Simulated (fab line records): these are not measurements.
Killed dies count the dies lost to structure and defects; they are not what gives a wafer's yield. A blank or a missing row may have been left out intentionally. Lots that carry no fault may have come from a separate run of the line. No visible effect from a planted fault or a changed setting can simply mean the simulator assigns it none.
2 desks looking at one fault | flow sky130 | every desk sees just its own numbers, and what lay behind them comes last

FROM THE METROLOGY DESK
Means of the sampled wafers that have a number, per lot and without regard to the tool the lot ran on: this is what the gauges read. A lot is out of limits, marked OUT, if its mean lies more than 4 standard deviations from the usual mean; the brackets give that distance.
Columns: A = NWELL_2_TW at SKY_NWELL_TW_MEAS_26, usual 499.1; B = VIA1_W_RS at SKY_VIA1_RS_MEAS_22, usual 0.430 ohm/sq; C = VIA1_W_THK at SKY_VIA1_THK_MEAS_23, usual 266 nm
lot  | first seen here | A     | B               | C
L750 | day 5 07:56     | 494.9 | 0.432           | 268
L751 | day 5 13:49     | 500.3 | 0.426           | 269
L753 | day 6 02:46     | 503.8 | 0.436           | 260
L759 | day 7 15:53     | 496.9 | 0.428           | 270
L762 | day 8 07:59     | 501.4 | 0.430           | 266
L763 | day 8 13:32     | 499.5 | 0.424           | 268
L764 | day 8 20:33     | 498.7 | 0.425           | 268
L768 | day 9 17:01     | 496.5 | 0.510 (+17) OUT | 234 (-9.5) OUT
L772 | day 10 23:32    | 497.2 | 0.510 (+17) OUT | 236 (-8.9) OUT
L773 | day 11 07:56    | 501.7 | 0.510 (+17) OUT | 235 (-9.1) OUT
This desk finds L768, L772, L773 out of limits, with the earliest case on L768 at day 39 15:31 (VIA1_W_RS at SKY_VIA1_RS_MEAS_22). L750, L751, L753, L759, L762, L763, L764 stayed within limits.

THE TOOL OWNER'S DESK: cvd w-01
The tool's own readings at SKY_VIA1_CVD_21 (deposits W, target thk 270 nm, time 80.902 s): means of the sampled wafers that have a number, for each lot that ran on this tool. A lot is out of limits, marked OUT, if its mean lies more than 4 standard deviations from the usual mean; the brackets give that distance.
Columns: A = heater power w at SKY_VIA1_CVD_21, usual 908 W
lot  | first seen here | A
L751 | day 34 13:53    | 940
L759 | day 37 01:35    | 933
L762 | day 37 17:58    | 981
L763 | day 38 05:29    | 998
L764 | day 38 11:20    | 976
L768 | day 39 15:25    | 970
L772 | day 40 21:06    | 993
L773 | day 40 23:22    | 1006
This desk's verdict: no lot among the 8 shows anything out of limits.

BROUGHT TOGETHER
On L768, L772, L773, the metrology desk was in a position to raise an alarm at day 39 15:31.
The desk of the tool owner found nothing out of limits.
On record at the tool owner's desk: L768, L772, L773, within its limits.
Every lot named ran SKY_VIA1_CVD_21 on cvd w-01.

WHAT WAS PUT IN BY THE SIMULATOR
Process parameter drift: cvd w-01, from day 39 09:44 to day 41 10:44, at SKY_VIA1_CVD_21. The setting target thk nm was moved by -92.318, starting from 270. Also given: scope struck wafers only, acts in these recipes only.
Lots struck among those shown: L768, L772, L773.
Hours from the fault's start to each desk's first reading out of limits: the metrology desk, 6.
